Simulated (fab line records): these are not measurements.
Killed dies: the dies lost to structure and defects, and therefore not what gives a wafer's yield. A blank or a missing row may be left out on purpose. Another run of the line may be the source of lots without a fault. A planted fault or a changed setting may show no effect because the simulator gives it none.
Code-filled problem report in 8D (eight disciplines) form	flow gf180mcu	the parts of the form that need people (team, actions taken, sign-off) are left out

== 1. WHAT WENT WRONG ==
Wafers without a fault read 4.98e-06 Torr, standard deviation 2.7e-07; end station pressure torr at GF_HV_LDD_IMPLANT_34 reads a mean of 4.07e-05 Torr on 6 wafers belonging to 2 lots. So: +99 or more standard deviations from the usual mean.
The first sign was on wafer L598.2 at day 15 14:32, on implanter-02. At this step, 42 wafers from 14 lots have a number in the record. The rule behind "out" and "out of limits": a value lying over 4 standard deviations away from the usual mean. Any other wafer with a number is counted as sound.

== 2. WHAT IT IS AND WHAT IT IS NOT ==
question	is	is not
which readings at this step	end station pressure torr	-
which lots	L598, L599	L586, L587, L588, L589, L590, L591, L596, L602, L604, L605, L608, L609
which wafers of those lots	all that have a number	-
read on which tools	implanter-02	implanter-03, implanter-04
when	from day 15 14:32	up to then (21 sound wafers); but 15 sound wafers of L602, L604, L605, L608, L609 came after

== 3. WHAT RULES OUT EACH SUSPECT ==
Counting: any tool at a process step up to the reading is kept as a suspect provided that every lot that is out went through it and no sound lot did after the first of them.
- implanter-02 at GF_HV_LDD_IMPLANT_34: ruled out as a lasting fault. The sound lots L609 went through it after L598, its earliest lot that is out (day 15 14:32).
Left after counting: nothing in the record.

== 4. THE CAUSE (what the simulator had put in) ==
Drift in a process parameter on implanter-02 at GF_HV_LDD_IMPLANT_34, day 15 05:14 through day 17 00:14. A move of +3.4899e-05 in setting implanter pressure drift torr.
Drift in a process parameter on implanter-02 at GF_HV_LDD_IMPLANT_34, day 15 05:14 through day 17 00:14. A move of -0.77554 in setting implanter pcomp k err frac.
Counting ruled it out, wrongly.

== 5. THE EFFECT CHAIN, in route order ==
Each row: a reading whose mean over the struck wafers that have a number lies more than 3 standard deviations from the usual. Only readings whose record carries a usual standard deviation are examined. hours: median over the lots of the time between each lot's start at the first step of this table that gives one and its start at this step. sigmas: the change, counted in usual standard deviations.
hours	step	reading	usual	on struck wafers	change	sigmas
0	GF_HV_LDD_IMPLANT_34	beam on s	10.03 s	10.85	+0.82	+4.3
0	GF_HV_LDD_IMPLANT_34	end station pressure torr	4.98e-06 Torr	4.07e-05	+3.57e-05	+99 or more
0	GF_HV_LDD_IMPLANT_34	faraday current uA	42.2	38.7	-3.5	-4.2
Here are the process steps it includes:
- GF_HV_LDD_IMPLANT_34
Later measuring or inspecting steps at which every struck wafer that the step has a row for has a number for every such reading, and none has moved that far: GF_HV_LDD_OVL_MEAS_47.

== 6. HOW IT WOULD HAVE BEEN CAUGHT EARLIER ==
In this record the first reading out of limits was taken at day 15 14:32, 9 hours after the fault began at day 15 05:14.
